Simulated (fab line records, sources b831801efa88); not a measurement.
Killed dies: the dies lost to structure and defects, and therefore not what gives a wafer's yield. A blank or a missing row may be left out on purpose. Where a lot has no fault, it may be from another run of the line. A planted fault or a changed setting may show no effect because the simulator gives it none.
Problem report, 8D (eight disciplines) form, completed by code -- flow sky130 -- the parts of the form that need people (team, actions taken, sign-off) are left out

## 1. WHAT IS WRONG
CONTACT_CVD_00_THK at SKY_CONTACT_THK_MEAS_01 reads a mean of 62.6 nm on 6 wafers of 2 lots; wafers without a fault read 75.3 nm with a standard deviation of 1.1. That puts it -12 standard deviations away from the usual mean.
First observed at day 33 19:11: wafer L867.3, on film metro-02. At this step, 33 wafers from 11 lots have a number in the record. The rule behind "out" and "out of limits": a value lying over 4 standard deviations away from the usual mean. The other wafers with a number count as sound.

## 2. WHAT IT IS, AND WHAT IT ISN'T
question,is,is not
which readings at this step,CONTACT_CVD_00_THK,-
which lots,"L867, L871","L856, L858, L859, L861, L862, L865, L875, L877, L878"
which wafers of those lots,all that have a number,-
read on which gauges,"film metro-02, film metro-03",film metro-04
when,from day 33 19:11,"up to then (18 sound wafers); but 9 sound wafers of L875, L877, L878 came after"

## 3. THE SUSPECTS, EACH WITH WHAT RULES IT OUT
Counting: any tool at a process step up to the reading is kept as a suspect provided that every lot that is out went through it and no sound lot did after the first of them.
- ruled out: the gauge at SKY_CONTACT_THK_MEAS_01. The wafers that are out were read on 2 gauges (film metro-02, film metro-03).
- pecvd-01 at SKY_CONTACT_CVD_00 (deposits Si3N4, target thk 75 nm): kept. It ran every lot that is out, first L867 (day 33 19:08), and no sound lot after that; its last sound lot up to then is L865 (day 33 04:17).
After counting, what remains is pecvd-01 at SKY_CONTACT_CVD_00.

## 4. THE CAUSE (what the simulator had put in)
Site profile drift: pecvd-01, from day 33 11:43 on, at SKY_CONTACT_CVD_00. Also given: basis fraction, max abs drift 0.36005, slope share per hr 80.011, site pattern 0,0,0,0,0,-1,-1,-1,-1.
This tool alone remained once counting was done.

## 5. SEQUENCE OF EFFECTS, ordered by route
Rows list readings where the struck wafers' mean (over those with a number) sits beyond 3 standard deviations from the usual. Only readings for which the record gives a usual standard deviation are gone through. hours: the time from each lot's start at the first step in this table that gives one to its start at this step, as a median over the lots. sigmas: the change in usual standard deviations.
hours,step,reading,usual,on struck wafers,change,sigmas
0,SKY_CONTACT_THK_MEAS_01,CONTACT_CVD_00_THK,75.3 nm,62.6,-12.7,-12
-,SKY_CONTACT_ETCH_18,oes product au,0.857 a.u.,0.775,-0.082,-10
It contains these process steps:
- SKY_CONTACT_ETCH_18: etches Si3N4 in CHF3/O2, stops on TiN, time 39 s, target depth 75 nm.
Later steps that measure or inspect, where all struck wafers having a row at the step show a number for every such reading and not one has moved that far: SKY_CONTACT_BOW_MEAS_05.

## 6. HOW IT WOULD HAVE BEEN CAUGHT EARLIER
The first out-of-limits reading at a measuring or inspecting step in this record came at day 33 19:11, 7 hours after the fault's start at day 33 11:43.
An alarm limit of 4 standard deviations would not have fired on the tool readings at SKY_CONTACT_CVD_00 for which the record gives a usual standard deviation, since none of them was out on any struck wafer.
L871, from the lots that are out (2), started SKY_CONTACT_CVD_00 on pecvd-01 later than day 33 19:11. Putting the tool on hold at that point would have spared it.
